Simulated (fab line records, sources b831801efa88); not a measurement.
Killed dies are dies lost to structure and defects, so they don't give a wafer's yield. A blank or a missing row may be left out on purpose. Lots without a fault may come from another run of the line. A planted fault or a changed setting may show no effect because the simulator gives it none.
One fault seen from 2 desks | flow sky130 | each desk has only its own numbers; what lay behind them comes last

THE METROLOGY DESK
What the gauges read, lot by lot, whatever tool the lot ran on: means of the sampled wafers that have a number. A lot is out of limits, marked OUT, if its mean lies more than 4 standard deviations from the usual mean; the brackets give that distance.
Columns: A = SD_N_OVL at SKY_SD_N_OVL_MEAS_08, usual 0.4 nm; B = SD_N_RS at SKY_SD_N_RS_MEAS_16, usual 68.64 ohm/sq
lot  | first seen here | A               | B
L378 | day 28 00:46    | 1.3             | 68.52
L379 | day 28 13:56    | 1.7             | 68.48
L381 | day 29 08:33    | -0.8            | 68.77
L382 | day 29 15:34    | -0.3            | 68.73
L383 | day 30 00:58    | 0.2             | 68.76
L386 | day 30 23:58    | -0.2            | 68.69
L387 | day 31 09:14    | -82.4 (-64) OUT | -
L388 | day 31 17:08    | -2.1            | 68.84
L389 | day 32 15:58    | -80.5 (-62) OUT | -
L393 | day 34 08:47    | -80.3 (-62) OUT | -
L396 | day 34 11:56    | 0.9             | 68.49
L398 | day 34 23:58    | -1.2            | 68.57
This desk's finding: out of limits on L387, L389, L393; first on L387, day 31 09:14 (SD_N_OVL at SKY_SD_N_OVL_MEAS_08). In limits: L378, L379, L381, L382, L383, L386, L388, L396, L398.

THE TOOL OWNER'S DESK: iline_stepper-02
The tool's own readings at SKY_SD_N_EXPOSE_04 (exposes mask NSDM, target cd 380 nm): means of the sampled wafers that have a number, for each lot that ran on this tool. A lot is out of limits, marked OUT, if its mean lies more than 4 standard deviations from the usual mean; the brackets give that distance.
Columns: A = reticle_temp_C at SKY_SD_N_EXPOSE_04, usual 23.01 C
lot  | first seen here | A
L381 | day 28 18:20    | 23.03
L382 | day 29 01:53    | 23.06
L386 | day 30 10:47    | 22.93
L387 | day 30 19:22    | 23.05
L389 | day 32 02:21    | 22.95
L393 | day 33 20:14    | 22.97
This desk's finding: nothing out of limits on any of the 6 lots.

PUT TOGETHER
The metrology desk could have raised an alarm at day 31 09:14, on L387, L389, L393.
The tool owner's desk saw nothing out of limits.
The tool owner's desk has L387, L389, L393 on record, within its limits.
Of the lots named, all ran SKY_SD_N_EXPOSE_04 on iline_stepper-02.

WHAT THE SIMULATOR HAD PUT IN
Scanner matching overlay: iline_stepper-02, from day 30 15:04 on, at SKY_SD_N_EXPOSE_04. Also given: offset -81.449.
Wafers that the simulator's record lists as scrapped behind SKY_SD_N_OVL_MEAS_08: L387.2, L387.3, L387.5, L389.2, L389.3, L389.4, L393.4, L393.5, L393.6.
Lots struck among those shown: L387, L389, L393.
Hours from the fault's start to each desk's first reading out of limits: the metrology desk, 18.
